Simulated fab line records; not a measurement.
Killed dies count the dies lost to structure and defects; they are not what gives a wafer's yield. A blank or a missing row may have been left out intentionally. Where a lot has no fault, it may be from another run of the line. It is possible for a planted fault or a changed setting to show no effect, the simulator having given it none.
fab line records | flow gf180mcu
[record] lots = 5 wafers = 23
route steps=602 shown NWELL@44 LVPWELL@56 MVPSD@81 VT_IMPLANT@131 DUAL_GATE@143 POLY_GATE@164 HV_LDD@180
startH: hours from the record's opening day to when the first of the lot's shown wafers began | waitH: hours from the lot's prior step to this one | " unchanged from the row above | L1.1+2: one row covering several wafers at once | - no value, or no start given | * or withheld: withheld | < > ~ a bound
route shown NAME@n: a module of which the file shows steps, and the number in the route of the first | usual: average and standard deviation across the fault-free wafers | same: alike in all rows | chamber/n: place in a boat | sites: each site's reading | _std_site: the values' standard deviation | _edge_site: inner sites' mean taken away from outer sites' mean | radiusMm: how far each site lies from the wafer's centre | mask NAME#n: copy n | behind: the most recent tool/chamber to have shaped the wafer | hold: the reason the lot was held/the length of the hold in hours/how it ended | device: the n, p or np transistor that did not switch | end of line: tests run on the same wafers once the route is complete | where a step has no rows: the recipe by itself | killed: at the first sort, the dies lost to defects and structure; wafer yield is something else | map: shows each die of a wafer: x if killed, . if not, _ if none is there
set.NAME: the setting the step ran with; set.NAME@STEP: the setting that earlier step ran with | model.NAME: the simulator's own value behind a step, which no gauge read
lots with deliberately changed settings; one table per step, one row per wafer
[[steps]]
[step GF_NWELL_COAT_02]
[recipe] spinRpm = 2000 resistThkNm = 3000
// columns lot.wafer tool chamber startH waitH set.spinRpm model.coat_of_NWELL_COAT_02.thkNm
L076.3 lithoTrack-04 0 58.29 0.1 2000 2992
L076.4 " 0 " " 2000 2989
L076.6 " 0 " " 2000 3005
L078.1 lithoTrack-02 0 80.54 0.1 2000 3000
L078.2+5 " 0 " " 2000 3009
L078.4 " 0 " " 2000 3010
L078.6 " 0 " " 2000 3012
L079.1 lithoTrack-02 0 81.19 0.1 1920 3066
L079.2 " 0 " " 2000 3006
L079.3 " 0 " " 2000 3003
L079.4 " 0 " " 2000 3001
L079.6 " 0 " " 1920 3064
L080.1 lithoTrack-04 0 93.09 0.1 2000 3005
L080.2 " 0 " " 2000 2999
L080.4 " 0 " " 2093 2928
L080.5 " 0 " " 2093 2932
L080.6 " 0 " " 2093 2940
L083.1 lithoTrack-02 0 102.69 0.1 2000 2999
L083.2 " 0 " " 1942 3041
L083.3 " 0 " " 2000 3008
L083.5 " 0 " " 1942 3054
L083.6 " 0 " " 2000 2995
[step GF_NWELL_SOFTBAKE_03]
[recipe] tempC = 110 timeS = withheld
[step GF_NWELL_EXPOSE_04]
[recipe] maskId = Nwell targetCdNm = 860 na = 0.6 sourceShape = conventional sigmaOuter = 0.6 doseMj = 260
[step GF_NWELL_IMPLANT_08]
[recipe] species = P energyKev = 450 doseCm2 = 1.5e+13 tiltDeg = 0
[step GF_NWELL_IMPLANT_09]
[recipe] species = P energyKev = 160 doseCm2 = 4e+12 tiltDeg = 0
[step GF_NWELL_STRIP_10]
[recipe] chemistry = O2/N2 powerW = 1400 pressureMtorr = 1500 platenTempC = 250 o2FlowSccm = 3000 n2FlowSccm = 300 overashFraction = 0.5
[usual] stripTimeToEndpointS = 36.97/0.07
// columns lot.wafer tool chamber startH waitH set.spinRpm@NWELL_COAT_02 stripTimeToEndpointS
L076.3 plasmaAsher-01 0 64.56 0.1 2000 36.86
L076.4 " 1 " " 2000 36.81
L076.6 " 1 " " 2000 37.00
L078.1 plasmaAsher-04 0 87.67 0.1 2000 36.94
L078.2 " 1 " " 2000 37.05
L078.4 " 0 " " 2000 37.06
L078.5 " 0 " " 2000 37.06
L078.6 " 1 " " 2000 37.10
L079.1 plasmaAsher-02 1 88.35 0.1 1920 37.69
L079.2 " 0 " " 2000 37.01
L079.3 " 1 " " 2000 36.98
L079.4 " 0 " " 2000 36.96
L079.6 " 1 " " 1920 37.66
L080.1 plasmaAsher-01 0 100.35 0.1 2000 37.00
L080.2 " 1 " " 2000 36.93
L080.4 " 0 " " 2093 36.14
L080.5 " 0 " " 2093 36.19
L080.6 " 1 " " 2093 36.29
L083.1 plasmaAsher-02 1 110.48 0.1 2000 36.94
L083.2 " 0 " " 1942 37.45
L083.3 " 0 " " 2000 37.06
L083.5 " 0 " " 1942 37.55
L083.6 " 1 " " 2000 36.89
[step GF_LVPWELL_COAT_02]
[recipe] spinRpm = 2000 resistThkNm = 3000
// columns lot.wafer tool chamber startH waitH set.spinRpm model.coat_of_LVPWELL_COAT_02.thkNm
L076.3 lithoTrack-02 0 70.74 0.1 2000 2992
L076.4 " 0 " " 2000 3001
L076.6 " 0 " " 2000 2996
L078.1+4 lithoTrack-01 0 94.42 0.1 2000 2990
L078.2 " 0 " " 2000 2981
L078.5 " 0 " " 2093 2929
L078.6 " 0 " " 2093 2925
L079.1 lithoTrack-04 0 94.99 0.1 2000 3011
L079.2 " 0 " " 2000 3001
L079.3+6 " 0 " " 2000 3006
L079.4 " 0 " " 2000 3005
L080.1 lithoTrack-01 0 106.92 0.1 2000 2995
L080.2 " 0 " " 2065 2955
L080.4 " 0 " " 2000 2998
L080.5 " 0 " " 2000 3001
L080.6 " 0 " " 2065 2951
L083.1 lithoTrack-04 0 117.19 0.1 2000 3011
L083.2 " 0 " " 2000 3008
L083.3 " 0 " " 2069 2957
L083.5 " 0 " " 2000 3016
L083.6 " 0 " " 2069 2964
[step GF_LVPWELL_IMPLANT_09]
[recipe] species = B energyKev = 60 doseCm2 = 5e+12 tiltDeg = 0
// columns lot.wafer tool chamber startH waitH set.energyKev
L076.3+4+6 implanter-03 0 76.92 0.1 60
L078.1+2+4+5+6 implanter-03 0 101.33 0.1 60
L079.1+2+4 implanter-01 0 102.28 0.1 58.55
L079.3+6 " 0 " " 60
L080.1+2+4+5+6 implanter-03 0 114.57 0.1 60
L083.1+2+3+5+6 implanter-01 0 125.61 0.1 60
[step GF_LVPWELL_STRIP_10]
[recipe] chemistry = O2/N2 powerW = 1400 pressureMtorr = 1500 platenTempC = 250 o2FlowSccm = 3000 n2FlowSccm = 300 overashFraction = 0.5
[usual] stripTimeToEndpointS = 36.97/0.096
// columns lot.wafer tool chamber startH waitH set.spinRpm@LVPWELL_COAT_02 stripTimeToEndpointS
L076.3 plasmaAsher-02 0 77.06 0.1 2000 36.87
L076.4 " 1 " " 2000 36.96
L076.6 " 0 " " 2000 36.91
L078.1 plasmaAsher-03 1 101.48 0.1 2000 36.83
L078.2 " 0 " " 2000 36.71
L078.4 " 1 " " 2000 36.83
L078.5 " 0 " " 2093 36.14
L078.6 " 1 " " 2093 36.12
L079.1 plasmaAsher-02 0 102.43 0.1 2000 37.09
L079.2 " 1 " " 2000 36.96
L079.3 " 1 " " 2000 37.02
L079.4 " 0 " " 2000 37.01
L079.6 " 0 " " 2000 37.04
L080.1 plasmaAsher-02 1 114.72 0.1 2000 36.91
L080.2 " 0 " " 2065 36.41
L080.4 " 0 " " 2000 36.93
L080.5 " 1 " " 2000 36.95
L080.6 " 0 " " 2065 36.38
L083.1 plasmaAsher-02 0 125.76 0.1 2000 37.08
L083.2 " 1 " " 2000 37.04
L083.3 " 1 " " 2069 36.43
L083.5 " 0 " " 2000 37.12
L083.6 " 1 " " 2069 36.52
[step GF_MVPSD_SOFTBAKE_03]
[recipe] tempC = 110 timeS = withheld
// columns lot.wafer tool chamber startH waitH set.tempC
L076.3+4+6 lithoTrack-04 0 98.41 0.1 110
L078.1+5 lithoTrack-01 0 123.32 0.1 112.7
L078.2+4+6 " 0 " " 110
L079.1+3 lithoTrack-03 0 124.91 0.1 112.4
L079.2+4+6 " 0 " " 110
L080.1+2+4+5+6 lithoTrack-01 0 137.32 0.1 110
L083.1+2 lithoTrack-04 0 148.59 0.1 108.2
L083.3+5+6 " 0 " " 110
[step GF_MVPSD_EXPOSE_04]
[recipe] maskId = MVPSD targetCdNm = 1000 na = 0.6 sourceShape = conventional sigmaOuter = 0.6 doseMj = 260
[step GF_MVPSD_PEB_05]
[recipe] tempC = 115 timeS = withheld
[step GF_MVPSD_IMPLANT_08]
[recipe] species = B energyKev = 170 doseCm2 = 1.524e+13 tiltDeg = 0
[step GF_MVPSD_IMPLANT_09]
[recipe] species = B energyKev = 40 doseCm2 = 5e+12 tiltDeg = 0
[step GF_MVPSD_STRIP_10]
[recipe] chemistry = O2/N2 powerW = 1400 pressureMtorr = 1500 platenTempC = 250 o2FlowSccm = 3000 n2FlowSccm = 300 overashFraction = 0.5
[usual] stripTimeToEndpointS = 37.01/0.071
// columns lot.wafer tool chamber startH waitH set.tempC@MVPSD_SOFTBAKE_03 stripTimeToEndpointS
L076.3 plasmaAsher-02 0 105.39 0.1 110 37.05
L076.4 " 1 " " 110 37.04
L076.6 " 1 " " 110 36.98
L078.1 plasmaAsher-01 1 131.65 0.1 112.7 36.63
L078.2 " 0 " " 110 36.96
L078.4 " 0 " " 110 36.96
L078.5 " 0 " " 112.7 36.79
L078.6 " 1 " " 110 36.92
L079.1 plasmaAsher-02 0 132.71 0.1 112.4 36.79
L079.2 " 1 " " 110 37.05
L079.3 " 0 " " 112.4 36.81
L079.4 " 1 " " 110 37.14
L079.6 " 1 " " 110 37.08
L080.1 plasmaAsher-03 1 145.58 0.1 110 37.19
L080.2 " 0 " " 110 36.97
L080.4 " 0 " " 110 37.01
L080.5 " 0 " " 110 37.04
L080.6 " 1 " " 110 37.01
L083.1 plasmaAsher-02 0 156.76 0.1 108.2 37.19
L083.2 " 1 " " 108.2 37.17
L083.3 " 1 " " 110 36.92
L083.5 " 0 " " 110 37.01
L083.6 " 1 " " 110 36.99
[step GF_VT_IMPLANT_IMPLANT_41]
[recipe] species = As energyKev = 70 doseCm2 = 1.013e+12 tiltDeg = 7
// columns lot.wafer tool chamber startH waitH set.doseCm2
L076.3+4+6 implanter-03 0 165.05 0.1 1.013e+12
L078.1+2 implanter-02 0 194.23 0.0 1.013e+12
L078.4+5+6 " 0 " " 1.08e+12
L079.1+2+3+4+6 implanter-03 0 196.62 0.0 1.013e+12
L080.1+4 implanter-04 0 211.03 0.0 1.013e+12
L080.2+5+6 " 0 " " 1.069e+12
L083.1+6 implanter-04 0 224.27 0.0 9.85e+11
L083.2+3+5 " 0 " " 1.013e+12
[step GF_VT_IMPLANT_STRIP_42]
[recipe] chemistry = O2/N2 powerW = 1400 pressureMtorr = 1500 platenTempC = 250 o2FlowSccm = 3000 n2FlowSccm = 300 overashFraction = 0.5
[step GF_VT_IMPLANT_TW_MEAS_43]
[usual] VT_IMPLANT_4_TW = 692.0/2.5
// columns lot.wafer tool chamber startH waitH set.doseCm2@VT_IMPLANT_IMPLANT_41 VT_IMPLANT_4_TW
L076.3 filmMetro-01 - 165.27 0.1 1.013e+12 695.7
L076.4 " - " " 1.013e+12 694.9
L076.6 " - " " 1.013e+12 691.4
L078.1 filmMetro-01 - 194.48 0.1 1.013e+12 693.8
L078.2 " - " " 1.013e+12 690.1
L078.4 " - " " 1.08e+12 704.4
L078.5 " - " " 1.08e+12 702.0
L078.6 " - " " 1.08e+12 705.5
L079.1 filmMetro-01 - 196.87 0.1 1.013e+12 694.3
L079.2 " - " " 1.013e+12 694.4
L079.3 " - " " 1.013e+12 691.2
L079.4 " - " " 1.013e+12 690.8
L079.6 " - " " 1.013e+12 694.7
L080.1 filmMetro-01 - 211.28 0.1 1.013e+12 686.7
L080.2 " - " " 1.069e+12 702.3
L080.4 " - " " 1.013e+12 692.3
L080.5 " - " " 1.069e+12 697.8
L080.6 " - " " 1.069e+12 703.1
L083.1 filmMetro-01 - 224.52 0.1 9.85e+11 684.8
L083.2 " - " " 1.013e+12 691.1
L083.3 " - " " 1.013e+12 691.6
L083.5 " - " " 1.013e+12 688.4
L083.6 " - " " 9.85e+11 687.7
[step GF_DUAL_GATE_OXIDATION_02]
[recipe] tempC = 900 ambient = O2 stabiliseS = 600 purgeS = 300 targetThkA = 108.87 oxTimeS = 1602
// columns lot.wafer tool chamber startH waitH set.tempC model.SiO2_of_DUAL_GATE_OXIDATION_02.thkNm
L076.3+4 furnace-01 0 167.34 1.2 900 10.86
L076.6 " 0 " " 900 11.03
L078.1 - - - 0.0 906 11.69
L078.2 " - " " 906 11.63
L078.4 " - " " 906 11.46
L078.5 " - " " 906 11.61
L078.6 " - " " 906 11.72
L079.1 - - - 0.0 900 10.77
L079.2+6 " - " " 900 10.6
L079.3 " - " " 900 10.8
L079.4 " - " " 900 10.72
L080.1 - - - 0.0 906.8 11.41
L080.2 " - " " 906.8 11.71
L080.4+5 " - " " 906.8 11.53
L080.6 " - " " 906.8 11.63
L083.1 - - - 1.1 897.7 10.54
L083.2 " - " " 897.7 10.65
L083.3 " - " " 897.7 10.69
L083.5 " - " " 897.7 10.7
L083.6 " - " " 897.7 10.42
[step GF_DUAL_GATE_THK_MEAS_03]
[recipe] reads = SiO2_of_DUAL_GATE_OXIDATION_02
[usual] DUAL_GATE_OXIDATION_00_THK = 10.87/0.12
// columns lot.wafer tool chamber startH waitH set.tempC@DUAL_GATE_OXIDATION_02 DUAL_GATE_OXIDATION_00_THK[nm]
L076.3 filmMetro-03 - 168.80 0.0 900 10.86
L076.4 " - " " 900 10.82
L076.6 " - " " 900 11.01
L078.1 filmMetro-01 - - - 906 11.70
L078.2 " - " " 906 11.64
L078.4 " - " " 906 11.45
L078.5 " - " " 906 11.55
L078.6 " - " " 906 11.75
L079.1 filmMetro-03 - - - 900 10.78
L079.2 " - " " 900 10.63
L079.3 " - " " 900 10.77
L079.4 " - " " 900 10.75
L079.6 " - " " 900 10.60
L080.1 filmMetro-02 - - - 906.8 11.36
L080.2 " - " " 906.8 11.70
L080.4 " - " " 906.8 11.55
L080.5 " - " " 906.8 11.52
L080.6 " - " " 906.8 11.60
L083.1 filmMetro-03 - - - 897.7 10.54
L083.2 " - " " 897.7 10.60
L083.3 " - " " 897.7 10.68
L083.5 " - " " 897.7 10.68
L083.6 " - " " 897.7 10.41
[step GF_POLY_GATE_EXPOSE_07]
[recipe] maskId = Poly2 targetCdNm = 280 na = 0.68 sourceShape = conventional sigmaOuter = 0.6 doseMj = 28
// columns lot.wafer tool chamber startH waitH mask set.doseMj
L076.3+4+6 krfScanner-01 0 - - Poly2#0 28
L078.1+2+4+5+6 krfScanner-02 0 - - Poly2#0 28
L079.1+2+3 krfScanner-02 0 - - Poly2#0 29.29
L079.4+6 " 0 " " Poly2#0 28
L080.1+2+4 krfScanner-02 0 - - Poly2#0 28
L080.5+6 " 0 " " Poly2#0 28.75
L083.1+2+3+5+6 krfScanner-01 0 - - Poly2#0 28
[step GF_POLY_GATE_PEB_08]
[recipe] pebTempC = 135 pebTimeS = 90 resist = KrF
[step GF_POLY_GATE_DEVELOP_09]
[recipe] developTimeS = 60 resist = KrF devTempC = 21
[step GF_POLY_GATE_CD_MEAS_10]
[recipe] targetCdNm = 280
[usual] cdNm = 280.2/1.1
// columns lot.wafer tool chamber startH waitH set.doseMj@POLY_GATE_EXPOSE_07 cdNm
L076.3 cdSem-02 - 204.95 0.1 28 279.8
L076.4 " - " " 28 280.1
L076.6 " - " " 28 279.2
L078.1 cdSem-01 - 235.52 0.1 28 282.0
L078.2 " - " " 28 281.4
L078.4 " - " " 28 281.7
L078.5 " - " " 28 280.2
L078.6 " - " " 28 280.7
L079.1 cdSem-01 - 238.24 0.1 29.29 273.3
L079.2 " - " " 29.29 274.3
L079.3 " - " " 29.29 273.1
L079.4 " - " " 28 280.5
L079.6 " - " " 28 279.5
L080.1 cdSem-01 - 256.04 0.1 28 279.9
L080.2 " - " " 28 279.6
L080.4 " - " " 28 280.4
L080.5 " - " " 28.75 276.8
L080.6 " - " " 28.75 275.4
L083.1 cdSem-02 - 268.32 0.1 28 282.1
L083.2 " - " " 28 280.9
L083.3 " - " " 28 281.2
L083.5 " - " " 28 280.7
L083.6 " - " " 28 281.7
[step GF_POLY_GATE_OXIDATION_16]
[recipe] tempC = 850 ambient = O2 stabiliseS = 600 purgeS = 300 targetThkA = 40 oxTimeS = 899
// columns lot.wafer tool chamber startH waitH set.oxTimeS model.SiO2_of_POLY_GATE_OXIDATION_16.thkNm
L076.3 furnace-01 0 206.51 1.2 899 4.099
L076.4 " 0 " " 899 3.968
L076.6 " 0 " " 899 4.028
L078.1 - - - 2.1 951.4 4.063
L078.2 " - " " 951.4 4.076
L078.4 " - " " 951.4 4.045
L078.5 " - " " 951.4 4.052
L078.6 " - " " 951.4 4.036
L079.1 - - - 2.2 815.1 3.688
L079.2 " - " " 815.1 3.708
L079.3 " - " " 815.1 3.681
L079.4 " - " " 815.1 3.626
L079.6 " - " " 815.1 3.661
L080.1 - - - 0.0 899 3.993
L080.2 " - " " 899 3.99
L080.4 " - " " 899 3.922
L080.5 " - " " 899 4.001
L080.6 " - " " 899 4.027
L083.1 - - - 0.4 1023 4.421
L083.2 " - " " 1023 4.385
L083.3 " - " " 1023 4.428
L083.5 " - " " 1023 4.453
L083.6 " - " " 1023 4.399
[step GF_POLY_GATE_THK_MEAS_17]
[recipe] reads = SiO2_of_POLY_GATE_OXIDATION_16
[usual] POLY_GATE_OXIDATION_THK = 4.00/0.073
// columns lot.wafer tool chamber startH waitH set.oxTimeS@POLY_GATE_OXIDATION_16 POLY_GATE_OXIDATION_THK[nm]
L076.3 filmMetro-04 - 207.78 0.0 899 4.09
L076.4 " - " " 899 4.02
L076.6 " - " " 899 3.98
L078.1 filmMetro-04 - - - 951.4 4.03
L078.2 " - " " 951.4 4.01
L078.4 " - " " 951.4 4.01
L078.5 " - " " 951.4 4.07
L078.6 " - " " 951.4 4.03
L079.1 filmMetro-04 - - - 815.1 3.66
L079.2 " - " " 815.1 3.70
L079.3 " - " " 815.1 3.65
L079.4 " - " " 815.1 3.60
L079.6 " - " " 815.1 3.69
L080.1 filmMetro-01 - - - 899 4.01
L080.2 " - " " 899 4.03
L080.4 " - " " 899 3.91
L080.5 " - " " 899 4.00
L080.6 " - " " 899 4.02
L083.1 filmMetro-01 - - - 1023 4.42
L083.2 " - " " 1023 4.42
L083.3 " - " " 1023 4.45
L083.5 " - " " 1023 4.45
L083.6 " - " " 1023 4.39
[step GF_HV_LDD_EXPOSE_04]
[recipe] maskId = Nplus_LV_AREA targetCdNm = 400 na = 0.6 sourceShape = conventional sigmaOuter = 0.6 doseMj = 140
// columns lot.wafer tool chamber startH waitH mask set.doseMj
L076.3+4+6 ilineStepper-01 0 - - Nplus_LV_AREA#0 140
L078.1+6 ilineStepper-01 0 - - Nplus_LV_AREA#0 140
L078.2+4+5 " 0 " " Nplus_LV_AREA#0 131.9
L079.1+2+3+4+6 ilineStepper-01 0 - - Nplus_LV_AREA#0 140
L080.1+2 ilineStepper-01 0 - - Nplus_LV_AREA#0 144.8
L080.4+5+6 " 0 " " Nplus_LV_AREA#0 140
L083.1+3 ilineStepper-02 0 - - Nplus_LV_AREA#0 140
L083.2+5+6 " 0 " " Nplus_LV_AREA#0 136.3
[step GF_HV_LDD_PEB_05]
[recipe] tempC = withheld timeS = * resist = NOVOLAK
[step GF_HV_LDD_DEVELOP_06]
[recipe] developTimeS = 60 devTempC = 23
[step GF_HV_LDD_CD_MEAS_07]
[recipe] targetCdNm = 400
[usual] cdNm = 399.5/2
// columns lot.wafer tool chamber startH waitH set.doseMj@HV_LDD_EXPOSE_04 cdNm
L076.3 cdSem-02 - 225.37 0.2 140 403.0
L076.4 " - " " 140 401.2
L076.6 " - " " 140 399.9
L078.1 cdSem-01 - 256.99 0.1 140 402.9
L078.2 " - " " 131.9 383.1
L078.4 " - " " 131.9 382.8
L078.5 " - " " 131.9 383.8
L078.6 " - " " 140 401.2
L079.1 cdSem-01 - 260.56 0.1 140 400.1
L079.2 " - " " 140 401.2
L079.3 " - " " 140 401.4
L079.4 " - " " 140 401.1
L079.6 " - " " 140 399.4
L080.1 cdSem-02 - 276.36 0.1 144.8 410.5
L080.2 " - " " 144.8 410.4
L080.4 " - " " 140 401.2
L080.5 " - " " 140 402.8
L080.6 " - " " 140 401.3
L083.1 cdSem-01 - 289.57 0.1 140 393.8
L083.2 " - " " 136.3 387.7
L083.3 " - " " 140 395.0
L083.5 " - " " 136.3 389.7
L083.6 " - " " 136.3 390.3
[step GF_HV_LDD_EXPOSE_28]
[recipe] maskId = Nplus_HV_AREA targetCdNm = 400 na = 0.6 sourceShape = conventional sigmaOuter = 0.6 doseMj = 140
// columns lot.wafer tool chamber startH waitH mask set.doseMj
L076.3+4+6 ilineStepper-02 0 - - Nplus_HV_AREA#0 140
L078.1+4+6 ilineStepper-01 0 - - Nplus_HV_AREA#0 145.1
L078.2+5 " 0 " " Nplus_HV_AREA#0 140
L079.1+2+3+4+6 ilineStepper-01 0 - - Nplus_HV_AREA#0 140
L080.1+2+4+5+6 ilineStepper-02 0 - - Nplus_HV_AREA#0 140
L083.1+2+6 ilineStepper-01 0 - - Nplus_HV_AREA#0 140
L083.3+5 " 0 " " Nplus_HV_AREA#0 142.8
[step GF_HV_LDD_PEB_29]
[recipe] tempC = withheld timeS = * resist = NOVOLAK
[step GF_HV_LDD_DEVELOP_30]
[recipe] developTimeS = 60 devTempC = 23
[step GF_HV_LDD_CD_MEAS_31]
[recipe] targetCdNm = 400
[usual] cdNm = 399.8/1.9
// columns lot.wafer tool chamber startH waitH set.doseMj@HV_LDD_EXPOSE_28 cdNm
L076.3 cdSem-02 - 261.98 0.1 140 397.6
L076.4 " - " " 140 398.6
L076.6 " - " " 140 400.9
L078.1 cdSem-02 - 295.92 0.1 145.1 410.7
L078.2 " - " " 140 397.0
L078.4 " - " " 145.1 408.6
L078.5 " - " " 140 398.5
L078.6 " - " " 145.1 410.4
L079.1 cdSem-01 - 299.11 0.1 140 401.8
L079.2 " - " " 140 401.2
L079.3 " - " " 140 400.8
L079.4 " - " " 140 400.8
L079.6 " - " " 140 400.5
L080.1 cdSem-01 - 316.62 0.1 140 406.3
L080.2 " - " " 140 402.1
L080.4 " - " " 140 402.7
L080.5 " - " " 140 403.0
L080.6 " - " " 140 402.3
L083.1 cdSem-02 - 330.79 0.1 140 397.0
L083.2 " - " " 140 399.4
L083.3 " - " " 142.8 405.6
L083.5 " - " " 142.8 404.6
L083.6 " - " " 140 398.1
[[key]]
[split] step = GF_NWELL_COAT_02 setting = spinRpm stated = 2000 by = wafer
[response] step = GF_NWELL_COAT_02 reading = model.coat_of_NWELL_COAT_02.thkNm change = -15.3 per = 1% r = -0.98
[response] step = GF_NWELL_STRIP_10 reading = stripTimeToEndpointS change = * per = 1% r = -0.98
[split] step = GF_LVPWELL_COAT_02 setting = spinRpm stated = 2000 by = wafer
[response] step = GF_LVPWELL_COAT_02 reading = model.coat_of_LVPWELL_COAT_02.thkNm change = -13.7 per = 1% r = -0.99
[response] step = GF_LVPWELL_STRIP_10 reading = stripTimeToEndpointS change = * per = 1% r = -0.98
[split] step = GF_LVPWELL_IMPLANT_09 setting = energyKev stated = 60 by = wafer
response none clear
[split] step = GF_MVPSD_SOFTBAKE_03 setting = tempC stated = 110 by = wafer
[response] step = GF_MVPSD_STRIP_10 reading = stripTimeToEndpointS change = * per = 1% r = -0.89
[split] step = GF_VT_IMPLANT_IMPLANT_41 setting = doseCm2 stated = 1.013e+12 by = wafer
[response] step = GF_VT_IMPLANT_TW_MEAS_43 reading = VT_IMPLANT_4_TW change = +1.89 per = 1% r = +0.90
[split] step = GF_DUAL_GATE_OXIDATION_02 setting = tempC stated = 900 by = lot
[response] step = GF_DUAL_GATE_OXIDATION_02 reading = model.SiO2_of_DUAL_GATE_OXIDATION_02.thkNm change = +1.06 per = 1% r = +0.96
[response] step = GF_DUAL_GATE_THK_MEAS_03 reading = DUAL_GATE_OXIDATION_00_THK change = +1.06 per = 1% r = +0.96
[split] step = GF_POLY_GATE_EXPOSE_07 setting = doseMj stated = 28 by = wafer
[response] step = GF_POLY_GATE_CD_MEAS_10 reading = cdNm change = -1.41 per = 1% r = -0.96
[split] step = GF_POLY_GATE_OXIDATION_16 setting = oxTimeS stated = 899 by = lot
[response] step = GF_POLY_GATE_OXIDATION_16 reading = model.SiO2_of_POLY_GATE_OXIDATION_16.thkNm change = +0.0305 per = 1% r = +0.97
[response] step = GF_POLY_GATE_THK_MEAS_17 reading = POLY_GATE_OXIDATION_THK change = +0.031 per = 1% r = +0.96
[split] step = GF_HV_LDD_EXPOSE_04 setting = doseMj stated = 140 by = wafer
[response] step = GF_HV_LDD_CD_MEAS_07 reading = cdNm change = +2.92 per = 1% r = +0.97
[split] step = GF_HV_LDD_EXPOSE_28 setting = doseMj stated = 140 by = wafer
[response] step = GF_HV_LDD_CD_MEAS_31 reading = cdNm change = +3.36 per = 1% r = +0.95
